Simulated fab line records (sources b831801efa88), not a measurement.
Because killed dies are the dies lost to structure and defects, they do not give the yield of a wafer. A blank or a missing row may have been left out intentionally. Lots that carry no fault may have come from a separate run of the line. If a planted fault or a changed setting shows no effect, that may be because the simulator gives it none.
Struck lot and sound lot, side by side + flow sky130 + 23 out of 708 route steps
Sound: wafers L604.1, L604.2, L604.4. Wafers L603.3, L603.4, L603.6 were the ones struck. The cause comes at the end.
Each step with rows lists, per side, the tool, then ch with its chambers, then its first start. Under that, the readings that differ: sound wafers + struck wafers + difference of the means + sigmas: that difference in standard deviations of wafers without a fault.
alike: words and numbers the same on both sides, and readings whose means are apart by under 2 such deviations; not compared: readings that were withheld, readings missing a value for some wafer, numbers with overlapping values and no deviation given by the record, and bounds like >300 which may hide the same value.
The two part at a step that has a row with sigmas, a row that says differs or no value, or rows on one side only. When numbers do not overlap yet have no deviation, they are printed without sigmas and do not part them. A reading that every wafer of one side lacks parts them only if that side has two wafers or more.

first, 2 steps without rows for these wafers: SKY_LOCAL_INTERCONNECT_CLEAN_17 (cleans in IPA, time 180 s); SKY_LOCAL_INTERCONNECT_CLEAN_18 (cleans in O3/DIW).
SKY_CONTACT_CVD_00: deposits Si3N4, target thk 75 nm.
  sound on pecvd-03 ch 1,2, day 36 08:50; struck on pecvd-02 ch 0,1, day 36 01:58
| reading            | sound       | struck      | difference | sigmas |
|--------------------|-------------|-------------|------------|--------|
| heater-power-w (W) | 716 679 690 | 492 505 603 | -162       | -2     |
SKY_CONTACT_THK_MEAS_01:
  struck on film-metro-01, day 36 02:01; sound on film-metro-01, day 36 08:53
  alike: CONTACT_CVD_00_THK
then, 1 step without rows for these wafers: SKY_CONTACT_HDPCVD_02 (deposits SiO2, target thk 565 nm, time 94.2 s).
SKY_CONTACT_THK_MEAS_03:
  struck on film-metro-01, day 36 02:09; sound on film-metro-04, day 36 09:01
  alike: CONTACT_HDPCVD_THK
SKY_CONTACT_CMP_04: polishes SiO2.
  sound on cmp-02 ch 1,2,3, day 36 09:04; struck on cmp-02 ch 1,2, day 36 02:14
  alike: motor-current-A, retaining-ring-pressure-frac, time-to-endpoint-s
SKY_CONTACT_BOW_MEAS_05:
  struck on film-metro-01, day 36 02:32; sound on film-metro-04, day 36 09:22
  alike: CONTACT_BOW
then, 4 steps without rows for these wafers: SKY_CONTACT_DEHYDRATE_06 (time 60 s); SKY_CONTACT_HMDS_07 (prime time 60 s); SKY_CONTACT_COAT_08 (resist thk 60 nm); SKY_CONTACT_COAT_09 (resist thk 450 nm).
SKY_CONTACT_SOFTBAKE_10: time 90 s.
  sound on litho-track-01 ch 0, day 36 23:00; struck on litho-track-02 ch 0, day 36 15:00
| reading                                        | sound             | struck               | difference | sigmas      |
|------------------------------------------------|-------------------|----------------------|------------|-------------|
| heater-power-total-W (W)                       | 57.33 57.19 57.30 | 68.42 68.27 68.51    | +11.13     | +99 or more |
| plate-temp-C (C)                               | 99.83 99.89 99.81 | 114.03 113.97 113.94 | +14.14     | +99 or more |
| model.KrF-thick_of_CONTACT_COAT_09.thk-nm (nm) | 451.3 450.9 451.8 | 442.8 442 441.1      | -9.4       |             |
then, 3 steps without rows for these wafers: SKY_CONTACT_EXPOSE_11 (exposes mask CTM1, target cd 170 nm); SKY_CONTACT_PEB_12; SKY_CONTACT_DEVELOP_13 (develop time 60 s).
SKY_CONTACT_CD_MEAS_14: the cd target is 170 nm.
  struck on cd-sem-01, day 37 04:41; sound on cd-sem-02, day 37 11:54
| reading    | sound             | struck            | difference | sigmas |
|------------|-------------------|-------------------|------------|--------|
| cd-nm (nm) | 169.8 171.4 171.4 | 181.4 179.9 180.5 | +9.7       | +6     |
SKY_CONTACT_OVL_MEAS_15:
  struck on overlay-01, day 37 04:47; sound on overlay-01, day 37 12:01
  alike: CONTACT_OVL
SKY_CONTACT_ETCH_16: etches BARC in N2/H2, stops on SiO2, time 45.9 s, target depth 60 nm.
  sound on rie-diel-02 ch 2,3, day 37 12:04; struck on rie-diel-01 ch 1,3, day 37 04:49
| reading                  | sound             | struck            | difference | sigmas |
|--------------------------|-------------------|-------------------|------------|--------|
| model.CONTACT.cd-nm (nm) | 170.7 171.1 170.9 | 180.9 179.5 179.9 | +9.2       |        |
  alike: bias-w, drypump-motor-current-A, oes-product-au, throttle-valve-pct
  not compared: rf-hours-counter-h
SKY_CONTACT_ETCH_17: etches SiO2 in C4F8/O2/Ar, stops on Si3N4, target depth 340 nm.
  sound on rie-diel-02 ch 2,3, day 37 12:06; struck on rie-diel-01 ch 1,3, day 37 04:51
  alike: bias-w, oes-product-au
SKY_CONTACT_ETCH_18: etches Si3N4 in CHF3/O2, stops on TiN, time 39 s, target depth 75 nm.
  sound: rie-diel-02 ch 2,3; struck: rie-diel-01 ch 1,3
| reading                                        | sound             | struck            | difference | sigmas |
|------------------------------------------------|-------------------|-------------------|------------|--------|
| model.CONTACT.cd-nm (nm)                       | 171.1 171.3 171.1 | 180.8 179.5 180   | +8.9       |        |
| model.KrF-thick_of_CONTACT_COAT_09.thk-nm (nm) | 242.5 242.2 243.6 | 232.9 235.7 233.8 | -8.6       |        |
  alike: bias-w, drypump-motor-current-A, oes-product-au, throttle-valve-pct
  not compared: rf-hours-counter-h
SKY_CONTACT_STRIP_19: strips in O2/N2.
  sound on plasma-asher-04 ch 0,1, day 37 12:11; struck on plasma-asher-03 ch 0,1, day 37 04:58
| reading                      | sound             | struck            | difference | sigmas |
|------------------------------|-------------------|-------------------|------------|--------|
| strip-time-to-endpoint-s (s) | 3.613 3.618 3.649 | 3.507 3.548 3.523 | -0.101     | -4     |
  alike: drypump-motor-current-A, oes-product-au
  not compared: rf-hours-counter-h
-- the record jumps here: 13 days lie between the struck wafers' starts before and after (it left off in module CONTACT and takes up again in module PAD_OPEN, whose first step shown is number 708 of the route) --
SKY_PAD_OPEN_PROBE_99:
  struck on prober-01, day 50 09:49; sound on prober-02, day 50 13:37
| reading            | sound    | struck   | difference | sigmas |
|--------------------|----------|----------|------------|--------|
| killed-at-contacts | 24 31 33 | 22 17 19 | -10        | -2     |
  alike: killed_at_M0_to_M3, killed_at_M4_up, killed-at-front-end, killed-at-other, killed-dies, killed-open, killed-short
  not compared: model.etest.mcon-chain.rc-ohm

WHERE THEY PART
At SKY_CONTACT_CVD_00 first; at SKY_PAD_OPEN_PROBE_99 last (within this record only).

WHY: whatever the simulator had introduced
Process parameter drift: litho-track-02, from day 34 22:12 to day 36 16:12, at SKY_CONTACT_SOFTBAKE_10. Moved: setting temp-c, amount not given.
